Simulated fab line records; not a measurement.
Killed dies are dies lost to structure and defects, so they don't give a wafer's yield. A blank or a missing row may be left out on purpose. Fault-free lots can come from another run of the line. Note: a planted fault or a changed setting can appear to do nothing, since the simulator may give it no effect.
Code-filled problem report in 8D (eight disciplines) form || flow gf180mcu || the parts of the form that need people (team, actions taken, sign-off) are left out

1. THE PROBLEM
A mean of 0.870 a.u. is read at GF_PASSIVATION_ETCH_11 for oes product au, taken on 1 wafer of 1 lot, against 0.988 a.u. (standard deviation 0.0092) on wafers free of any fault. That is -13 standard deviations from the usual mean.
The step: etches the open film in CF4/O2, stops on TiN, target depth 2040 nm, time 453.3 s.
The first sign was on wafer L670.2 at day 33 04:46, on rie diel-03. The record holds 35 wafers of 12 lots with a number at this step. Rule for "out" (also "out of limits"): further than 4 standard deviations from the usual mean. The other wafers with a number count as sound.

2. WHAT IT IS, AND WHAT IT ISN'T
{"question": "which readings at this step", "is": "oes product au", "is not": "drypump motor current A"}
{"question": "which lots", "is": "L670", "is not": "L656, L657, L659, L660, L661, L662, L663, L674, L677, L678, L679"}
{"question": "which wafers of those lots", "is": "L670.2", "is not": "L670.4"}
{"question": "read on which tools", "is": "rie diel-03", "is not": "rie diel-01, rie diel-04"}
{"question": "when", "is": "from day 33 04:46", "is not": "up to then (22 sound wafers); but 12 sound wafers of L674, L677, L678, L679 came after"}

3. WHAT RULES OUT EACH SUSPECT
Counting: a tool at a process step up to the reading stays a suspect if it ran every lot that is out. Sound lots after the first of them don't rule it out here, since some wafers of a struck lot are sound.
- cvd w-02 at GF_V5_CVD_23 (deposits W, target thk 350 nm, time 104.9 s): kept. L670, the lot that is out, went through it at day 31 16:54; up to then, the latest sound lot through it was L663 at day 29 11:00.
- rie diel-03 at GF_PASSIVATION_ETCH_11 (etches the open film in CF4/O2, stops on TiN, target depth 2040 nm, time 453.3 s): kept. L670, the lot that is out, went through it at day 33 04:46; up to then, the latest sound lot through it was L663 at day 31 00:40. Its own oes product au readings are out on those wafers.
- Within cvd w-02 at GF_V5_CVD_23: the wafers that are out ran in chamber 0; their sound lot-mates ran in chamber 1.
- Within rie diel-03 at GF_PASSIVATION_ETCH_11: the wafers that are out ran in chamber 2; their sound lot-mates ran in chamber 1.
After counting, cvd w-02 at GF_V5_CVD_23 and rie diel-03 at GF_PASSIVATION_ETCH_11 remain.

4. THE CAUSE (what the simulator had put in)
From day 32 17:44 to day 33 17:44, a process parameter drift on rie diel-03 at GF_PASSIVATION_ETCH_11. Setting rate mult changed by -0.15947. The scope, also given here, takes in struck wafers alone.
2 suspects survive the count, and this tool is in that group.

5. SEQUENCE OF EFFECTS, ordered by route
Each row: a reading where the mean over the struck wafers with a number is more than 3 standard deviations away from the usual. Only readings whose record carries a usual standard deviation are examined. hours: median over the lots of the time between each lot's start at the first step of this table that gives one and its start at this step. sigmas: the change, counted in usual standard deviations.
{"hours": 0, "step": "GF_PASSIVATION_ETCH_11", "reading": "oes product au", "usual": "0.988 a.u.", "on struck wafers": 0.870, "change": -0.118, "sigmas": -13}
{"hours": 0, "step": "GF_PASSIVATION_ETCH_11", "reading": "throttle valve pct", "usual": "5.967 %", "on struck wafers": 5.935, "change": -0.032, "sigmas": -3.2}
{"hours": 0, "step": "GF_PASSIVATION_STRIP_12", "reading": "strip time to endpoint s", "usual": "33.0 s", "on struck wafers": 35.9, "change": "+2.9", "sigmas": "+7.4"}
{"hours": 2, "step": "GF_PASSIVATION_PROBE_99", "reading": "defect limited yield", "usual": "90.3 %", "on struck wafers": 61.2, "change": -29.1, "sigmas": -21}
{"hours": 2, "step": "GF_PASSIVATION_PROBE_99", "reading": "killed at other", "usual": 0.2, "on struck wafers": 133.0, "change": "+132.8", "sigmas": "+99 or more"}
{"hours": 2, "step": "GF_PASSIVATION_PROBE_99", "reading": "killed dies", "usual": 48, "on struck wafers": 191, "change": "+143", "sigmas": "+21"}
{"hours": 2, "step": "GF_PASSIVATION_PROBE_99", "reading": "killed on rim", "usual": 9.3, "on struck wafers": 78.0, "change": "+68.7", "sigmas": "+25"}
{"hours": 2, "step": "GF_PASSIVATION_PROBE_99", "reading": "sort_bin_5_function", "usual": "5.7 %", "on struck wafers": 32.7, "change": "+27.0", "sigmas": "+25"}
{"hours": 2, "step": "GF_PASSIVATION_PROBE_99", "reading": "sort n pass", "usual": 444, "on struck wafers": 301, "change": -143, "sigmas": -21}
{"hours": 2, "step": "GF_PASSIVATION_PROBE_99", "reading": "sort yield pct", "usual": "90.3 %", "on struck wafers": 61.2, "change": -29.1, "sigmas": -21}
Its process steps:
- GF_PASSIVATION_ETCH_11: etches the open film in CF4/O2, stops on TiN, target depth 2040 nm, time 453.3 s.
- GF_PASSIVATION_STRIP_12: strips in O2/N2.
- GF_PASSIVATION_PROBE_99

6. WHAT WOULD HAVE CAUGHT IT SOONER
The fault began at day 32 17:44; the first out-of-limits reading in this record came at day 33 04:46, 11 hours later.
